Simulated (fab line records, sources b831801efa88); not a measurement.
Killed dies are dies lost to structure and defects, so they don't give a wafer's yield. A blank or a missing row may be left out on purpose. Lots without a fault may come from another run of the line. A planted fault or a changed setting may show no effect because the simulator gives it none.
One fault seen from 2 desks | flow gf180mcu | each desk has only its own numbers; what lay behind them comes last

THE TOOL OWNER'S DESK: implanter-03
The tool's own readings at GF_HV_LDD_IMPLANT_48: means of the sampled wafers that have a number, for each lot that ran on this tool. A lot is out of limits, marked OUT, if its mean lies more than 4 standard deviations from the usual mean; the brackets give that distance.
Columns: A = beam_energy_keV at GF_HV_LDD_IMPLANT_48, usual 25.001; B = beam_on_s at GF_HV_LDD_IMPLANT_48, usual 10.01 s; C = faraday_current_uA at GF_HV_LDD_IMPLANT_48, usual 169; D = tilt_deg at GF_HV_LDD_IMPLANT_48, usual 7.004 degrees
lot  | first seen here | A      | B     | C   | D
L127 | day 12 04:12    | 24.986 | 10.00 | 169 | 6.994
L128 | day 12 15:55    | 24.998 | 9.88  | 171 | 6.991
L135 | day 15 01:02    | 25.000 | 9.80  | 172 | 6.989
L136 | day 15 06:54    | 25.000 | 10.00 | 170 | 6.991
L138 | day 16 00:12    | 24.997 | 10.15 | 167 | 6.990
L148 | day 19 14:00    | 24.998 | 10.04 | 168 | 7.017
This desk's finding: nothing out of limits on any of the 6 lots.

THE METROLOGY DESK
What the gauges read, lot by lot, whatever tool the lot ran on: means of the sampled wafers that have a number. A lot is out of limits, marked OUT, if its mean lies more than 4 standard deviations from the usual mean; the brackets give that distance.
Columns: A = HV_LDD_4_TW at GF_HV_LDD_TW_MEAS_50, usual 575; B = cd_nm at GF_V3_CD_MEAS_14, usual 260.0 nm
lot  | first seen here | A                    | B
L127 | day 12 04:27    | 570                  | 258.3
L128 | day 12 16:08    | 572                  | 261.3
L130 | day 13 02:06    | 576                  | 261.6
L132 | day 13 19:37    | 571                  | 259.6
L133 | day 14 16:31    | 574                  | 258.9
L135 | day 15 01:16    | 570                  | 260.3
L136 | day 15 07:09    | 578                  | 260.7
L138 | day 16 00:27    | 569                  | 260.0
L139 | day 16 05:58    | 30 (-99 or more) OUT | -
L140 | day 16 14:37    | 31 (-99 or more) OUT | -
L141 | day 16 22:37    | 31 (-99 or more) OUT | -
L147 | day 19 07:10    | 569                  | 260.6
L148 | day 19 14:15    | 574                  | 258.5
L149 | day 19 22:52    | 574                  | 259.6
L150 | day 20 03:25    | 576                  | 259.8
This desk's finding: out of limits on L139, L140, L141; first on L139, day 16 05:58 (HV_LDD_4_TW at GF_HV_LDD_TW_MEAS_50). In limits: L127, L128, L130, L132, L133, L135, L136, L138, L147, L148, L149, L150.

PUT TOGETHER
The metrology desk could have raised an alarm at day 16 05:58, on L139, L140, L141.
The tool owner's desk saw nothing out of limits.
The tool owner's desk has no number on record for L139, L140, L141.
Of the lots named, all ran GF_HV_LDD_IMPLANT_48 on implanter-03.

WHAT THE SIMULATOR HAD PUT IN
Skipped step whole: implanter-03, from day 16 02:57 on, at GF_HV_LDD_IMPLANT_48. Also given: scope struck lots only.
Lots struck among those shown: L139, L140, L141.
Hours from the fault's start to each desk's first reading out of limits: the metrology desk, 3.
